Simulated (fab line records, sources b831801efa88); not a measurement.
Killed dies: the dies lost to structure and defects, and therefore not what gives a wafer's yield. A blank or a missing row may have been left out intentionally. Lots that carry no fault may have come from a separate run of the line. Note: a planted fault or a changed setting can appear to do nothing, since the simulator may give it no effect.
Chamber matching / flow gf180mcu / GF_V3_CMP_26 on cmp-01: 4 sister chambers
The step polishes, stops on SiO2, t overpolish 15 s, target thk 0 nm. 36 wafers are shown with their chamber, then 12 later ones without.

WAFERS WITH THEIR CHAMBER
wafer=L075.3; chamber=2; motor_current_A (A)=11.8; time_to_endpoint_s (s)=83; overpolish_run_s (s)=15.007
wafer=L075.4; chamber=0; motor_current_A (A)=9.8; time_to_endpoint_s (s)=85; overpolish_run_s (s)=14.984
wafer=L075.6; chamber=2; motor_current_A (A)=11.2; time_to_endpoint_s (s)=86; overpolish_run_s (s)=14.998
wafer=L077.2; chamber=2; motor_current_A (A)=11.6; time_to_endpoint_s (s)=87; overpolish_run_s (s)=14.999
wafer=L077.4; chamber=0; motor_current_A (A)=10.2; time_to_endpoint_s (s)=87; overpolish_run_s (s)=15.012
wafer=L077.5; chamber=0; motor_current_A (A)=10.2; time_to_endpoint_s (s)=85; overpolish_run_s (s)=14.995
wafer=L078.2; chamber=3; motor_current_A (A)=10.9; time_to_endpoint_s (s)=87; overpolish_run_s (s)=15.001
wafer=L078.3; chamber=1; motor_current_A (A)=12.4; time_to_endpoint_s (s)=84; overpolish_run_s (s)=14.992
wafer=L078.4; chamber=0; motor_current_A (A)=10.5; time_to_endpoint_s (s)=88; overpolish_run_s (s)=15.007
wafer=L079.2; chamber=3; motor_current_A (A)=10.6; time_to_endpoint_s (s)=85; overpolish_run_s (s)=15.014
wafer=L079.3; chamber=0; motor_current_A (A)=9.7; time_to_endpoint_s (s)=90; overpolish_run_s (s)=15.007
wafer=L079.4; chamber=1; motor_current_A (A)=12.0; time_to_endpoint_s (s)=81; overpolish_run_s (s)=15.015
wafer=L080.2; chamber=0; motor_current_A (A)=10.0; time_to_endpoint_s (s)=89; overpolish_run_s (s)=14.985
wafer=L080.3; chamber=3; motor_current_A (A)=11.5; time_to_endpoint_s (s)=90; overpolish_run_s (s)=15.014
wafer=L080.4; chamber=2; motor_current_A (A)=12.2; time_to_endpoint_s (s)=88; overpolish_run_s (s)=15.001
wafer=L081.1; chamber=0; motor_current_A (A)=9.8; time_to_endpoint_s (s)=82; overpolish_run_s (s)=15.005
wafer=L081.4; chamber=1; motor_current_A (A)=11.1; time_to_endpoint_s (s)=84; overpolish_run_s (s)=14.998
wafer=L081.5; chamber=1; motor_current_A (A)=11.7; time_to_endpoint_s (s)=84; overpolish_run_s (s)=14.986
wafer=L084.1; chamber=1; motor_current_A (A)=11.6; time_to_endpoint_s (s)=84; overpolish_run_s (s)=14.987
wafer=L084.2; chamber=2; motor_current_A (A)=12.0; time_to_endpoint_s (s)=84; overpolish_run_s (s)=15.009
wafer=L084.4; chamber=0; motor_current_A (A)=10.2; time_to_endpoint_s (s)=86; overpolish_run_s (s)=14.999
wafer=L085.2; chamber=0; motor_current_A (A)=10.2; time_to_endpoint_s (s)=93; overpolish_run_s (s)=15.002
wafer=L085.4; chamber=1; motor_current_A (A)=11.5; time_to_endpoint_s (s)=87; overpolish_run_s (s)=15.003
wafer=L085.6; chamber=0; motor_current_A (A)=9.8; time_to_endpoint_s (s)=87; overpolish_run_s (s)=14.997
wafer=L086.1; chamber=2; motor_current_A (A)=12.0; time_to_endpoint_s (s)=92; overpolish_run_s (s)=15.006
wafer=L086.2; chamber=3; motor_current_A (A)=11.3; time_to_endpoint_s (s)=89; overpolish_run_s (s)=14.993
wafer=L086.4; chamber=0; motor_current_A (A)=9.0; time_to_endpoint_s (s)=89; overpolish_run_s (s)=14.998
wafer=L087.2; chamber=3; motor_current_A (A)=11.9; time_to_endpoint_s (s)=89; overpolish_run_s (s)=14.998
wafer=L087.3; chamber=0; motor_current_A (A)=9.6; time_to_endpoint_s (s)=94; overpolish_run_s (s)=14.990
wafer=L087.6; chamber=0; motor_current_A (A)=9.9; time_to_endpoint_s (s)=91; overpolish_run_s (s)=14.995
wafer=L089.1; chamber=1; motor_current_A (A)=11.6; time_to_endpoint_s (s)=90; overpolish_run_s (s)=15.010
wafer=L089.2; chamber=0; motor_current_A (A)=10.2; time_to_endpoint_s (s)=91; overpolish_run_s (s)=15.001
wafer=L089.6; chamber=3; motor_current_A (A)=11.2; time_to_endpoint_s (s)=91; overpolish_run_s (s)=15.011
wafer=L090.1; chamber=3; motor_current_A (A)=11.6; time_to_endpoint_s (s)=86; overpolish_run_s (s)=15.002
wafer=L090.2; chamber=0; motor_current_A (A)=10.1; time_to_endpoint_s (s)=92; overpolish_run_s (s)=14.994
wafer=L090.5; chamber=1; motor_current_A (A)=11.9; time_to_endpoint_s (s)=88; overpolish_run_s (s)=14.996

SIGNATURES (means of the wafers above)
reading=motor_current_A; chamber 0=9.947; chamber 1=11.725; chamber 2=11.800; chamber 3=11.286; scatter within a chamber=0.38
reading=time_to_endpoint_s; chamber 0=88.60; chamber 1=85.25; chamber 2=86.67; chamber 3=88.14; scatter within a chamber=3.03
reading=overpolish_run_s; chamber 0=14.99807; chamber 1=14.99837; chamber 2=15.00333; chamber 3=15.00471; scatter within a chamber=0.00825
Rule: for each reading, subtract the chamber's mean from the wafer's reading, divide by that reading's scatter and square the result; add these up over the readings and take the root, which gives the wafer's distance from the chamber. If the next closest chamber is less than 2 further off than the closest, the wafer can't be placed; otherwise it belongs to the closest. The scatter is the square root of a quotient: the sum, over the shown wafers, of each reading's squared deviation from its chamber's mean, divided by wafers minus chambers.

WAFERS WITH NO CHAMBER GIVEN
wafer=L092.3; motor_current_A (A)=11.7; time_to_endpoint_s (s)=87; overpolish_run_s (s)=14.986
wafer=L092.5; motor_current_A (A)=12.0; time_to_endpoint_s (s)=95; overpolish_run_s (s)=15.014
wafer=L092.6; motor_current_A (A)=11.6; time_to_endpoint_s (s)=89; overpolish_run_s (s)=15.010
wafer=L093.1; motor_current_A (A)=11.4; time_to_endpoint_s (s)=84; overpolish_run_s (s)=14.982
wafer=L093.3; motor_current_A (A)=11.7; time_to_endpoint_s (s)=87; overpolish_run_s (s)=14.998
wafer=L093.4; motor_current_A (A)=11.4; time_to_endpoint_s (s)=84; overpolish_run_s (s)=14.995
wafer=L094.1; motor_current_A (A)=12.2; time_to_endpoint_s (s)=88; overpolish_run_s (s)=14.978
wafer=L094.3; motor_current_A (A)=12.0; time_to_endpoint_s (s)=86; overpolish_run_s (s)=15.017
wafer=L094.6; motor_current_A (A)=9.9; time_to_endpoint_s (s)=88; overpolish_run_s (s)=15.001
wafer=L095.1; motor_current_A (A)=11.8; time_to_endpoint_s (s)=80; overpolish_run_s (s)=15.004
wafer=L095.3; motor_current_A (A)=11.0; time_to_endpoint_s (s)=85; overpolish_run_s (s)=14.989
wafer=L095.6; motor_current_A (A)=11.8; time_to_endpoint_s (s)=83; overpolish_run_s (s)=14.999

THE CHAMBER EACH PASSED THROUGH
wafer=L092.3; from the rows above=can't be placed: 1 or 2 or 3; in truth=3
wafer=L092.5; from the rows above=can't be placed: 2 or 3 or 1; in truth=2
wafer=L092.6; from the rows above=can't be placed: 3 or 2 or 1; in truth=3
wafer=L093.1; from the rows above=can't be placed: 1 or 2 or 3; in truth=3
wafer=L093.3; from the rows above=can't be placed: 1 or 2 or 3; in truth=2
wafer=L093.4; from the rows above=can't be placed: 1 or 2 or 3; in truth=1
wafer=L094.1; from the rows above=can't be placed: 1 or 2 or 3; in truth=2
wafer=L094.3; from the rows above=can't be placed: 2 or 1 or 3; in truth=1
wafer=L094.6; from the rows above=0; in truth=0
wafer=L095.1; from the rows above=can't be placed: 1 or 2 or 3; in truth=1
wafer=L095.3; from the rows above=can't be placed: 1 or 3 or 2 or 0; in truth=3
wafer=L095.6; from the rows above=can't be placed: 1 or 2 or 3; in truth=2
1 of 12 placed correctly. These rows do not allow placing 11 (true chamber among the candidates in 11). 0 placed wrongly.
